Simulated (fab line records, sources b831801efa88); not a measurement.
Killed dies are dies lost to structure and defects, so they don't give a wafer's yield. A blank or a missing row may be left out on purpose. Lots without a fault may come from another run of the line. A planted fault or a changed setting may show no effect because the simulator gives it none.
Which tool did it? | flow sky130 | 13 lots, 39 wafers sampled, at 4 steps of a route of 708

WHAT THE GAUGES READ, wafer by wafer
The record holds no reading of a measuring or inspecting step that can be judged against a usual standard deviation.

WHICH TOOL RAN EACH LOT (tool, then ch and the chambers of the sampled wafers, then the start)
lot  | SKY_LDD_N_IMPLANT_12            | SKY_CONTACT_SPUTTER_23       | SKY_CONTACT_CMP_27            | SKY_METAL1_SPUTTER_02
L452 | implanter-03 ch 0, day 17 18:23 | pvd_sputter-04, day 31 14:34 | cmp-01 ch 0,1,3, day 31 15:01 | pvd_sputter-03, day 31 15:16
L455 | implanter-03 ch 0, day 18 15:16 | pvd_sputter-02, day 32 11:10 | cmp-02 ch 1,3, day 32 11:34   | pvd_sputter-03, day 32 11:52
L456 | implanter-03 ch 0, day 19 06:33 | pvd_sputter-02, day 33 01:36 | cmp-02 ch 2,3, day 33 02:00   | pvd_sputter-03, day 33 02:18
L457 | implanter-03 ch 0, day 19 14:01 | pvd_sputter-03, day 33 04:55 | cmp-01 ch 0,1,2, day 33 05:17 | pvd_sputter-01, day 33 05:37
L459 | implanter-01 ch 0, day 20 08:50 | pvd_sputter-03, day 33 23:04 | cmp-02 ch 0,2, day 33 23:25   | pvd_sputter-04, day 33 23:46
L460 | implanter-01 ch 0, day 20 16:34 | pvd_sputter-04, day 34 05:38 | cmp-02 ch 0,1,3, day 34 06:05 | pvd_sputter-03, day 34 06:20
L462 | implanter-01 ch 0, day 21 17:43 | pvd_sputter-02, day 35 04:22 | cmp-01 ch 2,3, day 35 04:47   | pvd_sputter-04, day 35 05:04
L463 | implanter-01 ch 0, day 21 19:53 | pvd_sputter-04, day 35 06:40 | cmp-01 ch 0,2,3, day 35 07:01 | pvd_sputter-03, day 35 07:22
L464 | implanter-03 ch 0, day 22 07:40 | pvd_sputter-03, day 35 16:40 | cmp-02 ch 0,3, day 35 17:02   | pvd_sputter-04, day 35 17:22
L472 | implanter-01 ch 0, day 24 21:11 | pvd_sputter-02, day 37 20:43 | cmp-02 ch 0,1,3, day 37 21:27 | pvd_sputter-01, day 37 21:44
L473 | implanter-01 ch 0, day 25 07:17 | pvd_sputter-02, day 38 07:50 | cmp-02 ch 2,3, day 38 08:11   | pvd_sputter-01, day 38 08:32
L474 | implanter-02 ch 0, day 25 15:10 | pvd_sputter-02, day 38 13:40 | cmp-01 ch 1,2,3, day 38 14:01 | pvd_sputter-04, day 38 14:22
L475 | implanter-02 ch 0, day 25 23:50 | pvd_sputter-04, day 38 20:49 | cmp-02 ch 0,1,2, day 38 21:16 | pvd_sputter-03, day 38 21:31
- SKY_LDD_N_IMPLANT_12
- SKY_CONTACT_SPUTTER_23: material TiN, target thk 20 nm, time 80 s.
- SKY_CONTACT_CMP_27: polishes, stops on SiO2, t overpolish 15 s, target thk 0 nm.
- SKY_METAL1_SPUTTER_02: material AlCu, target thk 250 nm, time 13.3 s.

WHAT THE TOOLS THEMSELVES READ (means of the sampled wafers that have a number; where no wafer has one, the mark that the record gives instead)
SKY_LDD_N_IMPLANT_12. Usual: tilt_deg 29.998 degrees, standard deviation 0.019.
lot  | tool         | tilt_deg (degrees) | flag
L452 | implanter-03 | 29.999             |
L455 | implanter-03 | 29.994             |
L456 | implanter-03 | 29.981             |
L457 | implanter-03 | 30.012             |
L459 | implanter-01 | 29.989             |
L460 | implanter-01 | 29.986             |
L462 | implanter-01 | 30.019             |
L463 | implanter-01 | 29.968             |
L464 | implanter-03 | 29.974             |
L472 | implanter-01 | -0.009             | OFF
L473 | implanter-01 | 0.009              | OFF
L474 | implanter-02 | 29.980             |
L475 | implanter-02 | 30.007             |

SKY_CONTACT_SPUTTER_23. Usual: throttle_valve_pct 29.9 %, standard deviation 0.66.
lot  | tool           | throttle_valve_pct (%) | flag
L452 | pvd_sputter-04 | 30.0                   |
L455 | pvd_sputter-02 | 29.5                   |
L456 | pvd_sputter-02 | 29.8                   |
L457 | pvd_sputter-03 | 30.1                   |
L459 | pvd_sputter-03 | 30.1                   |
L460 | pvd_sputter-04 | 29.9                   |
L462 | pvd_sputter-02 | 29.8                   |
L463 | pvd_sputter-04 | 30.3                   |
L464 | pvd_sputter-03 | 30.4                   |
L472 | pvd_sputter-02 | 29.9                   |
L473 | pvd_sputter-02 | 29.4                   |
L474 | pvd_sputter-02 | 29.6                   |
L475 | pvd_sputter-04 | 29.8                   |

SKY_CONTACT_CMP_27. Usual: head_pressure_psi 3.500 psi, standard deviation 0.0074; motor_current_A 11.5 A, standard deviation 0.99; overpolish_run_s 15.000 s, standard deviation 0.0093; time_to_endpoint_s 83 s, standard deviation 3.3.
lot  | tool   | head_pressure_psi (psi) | motor_current_A (A) | overpolish_run_s (s) | time_to_endpoint_s (s) | flag
L452 | cmp-01 | 3.499                   | 10.9                | 14.997               | 81                     |
L455 | cmp-02 | 3.502                   | 10.6                | 14.987               | 85                     |
L456 | cmp-02 | 3.507                   | 11.5                | 14.996               | 82                     |
L457 | cmp-01 | 3.504                   | 10.7                | 14.997               | 83                     |
L459 | cmp-02 | 3.499                   | 12.1                | 15.001               | 82                     |
L460 | cmp-02 | 3.501                   | 11.5                | 15.000               | 85                     |
L462 | cmp-01 | 3.508                   | 11.3                | 14.994               | 80                     |
L463 | cmp-01 | 3.487                   | 11.1                | 15.000               | 81                     |
L464 | cmp-02 | 3.497                   | 11.6                | 15.003               | 85                     |
L472 | cmp-02 | 3.508                   | 11.7                | 15.012               | 82                     |
L473 | cmp-02 | 3.500                   | 11.5                | 15.003               | 81                     |
L474 | cmp-01 | 3.501                   | 11.5                | 15.011               | 84                     |
L475 | cmp-02 | 3.499                   | 11.7                | 15.002               | 76                     |

SKY_METAL1_SPUTTER_02. Usual: throttle_valve_pct 30.2 %, standard deviation 0.84.
lot  | tool           | throttle_valve_pct (%) | flag
L452 | pvd_sputter-03 | 30.0                   |
L455 | pvd_sputter-03 | 30.6                   |
L456 | pvd_sputter-03 | 29.7                   |
L457 | pvd_sputter-01 | 30.9                   |
L459 | pvd_sputter-04 | 30.1                   |
L460 | pvd_sputter-03 | 30.1                   |
L462 | pvd_sputter-04 | 30.4                   |
L463 | pvd_sputter-03 | 30.0                   |
L464 | pvd_sputter-04 | 30.3                   |
L472 | pvd_sputter-01 | 30.6                   |
L473 | pvd_sputter-01 | 31.6                   |
L474 | pvd_sputter-04 | 30.4                   |
L475 | pvd_sputter-03 | 29.4                   |

THE ANSWER, worked out from the rows above alone
Rule: a lot is off if the mean of its wafers that have a number lies more than 3 standard deviations from the usual mean. A lot without any number at a reading at which 4 lots or more have one is off too. The other lots that the step has rows for count as sound. The gauges are gone through in route order, then the tools' own readings, and for those a lot's mean is taken as printed above. The first step at which some lot is off is used, and at that step the reading that is off furthest; a lot without a number counts as furthest.
Off: L472, L473, at SKY_LDD_N_IMPLANT_12 (tilt_deg).
A tool fits if, at that step or a process step before it, it ran every lot that is off, and no sound lot after the first of them. One fits: implanter-01 at SKY_LDD_N_IMPLANT_12. Its last sound lot is L463 (day 21 19:53), its first lot that is off L472 (day 24 21:11): a fault that began between those two fits.
The tool's own readings at SKY_LDD_N_IMPLANT_12 bear it out: on the lots that are off they differ by more than 5 times the standard deviation of the sound lots' means. tilt_deg reads 0.000 degrees there against 29.992 degrees on the sound lots.

WHAT THE SIMULATOR HAD PUT IN
Process parameter drift: implanter-01, from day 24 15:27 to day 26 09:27, at SKY_LDD_N_IMPLANT_12. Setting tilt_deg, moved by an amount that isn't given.
Lots struck among those shown: L472, L473. The rule above found the same.
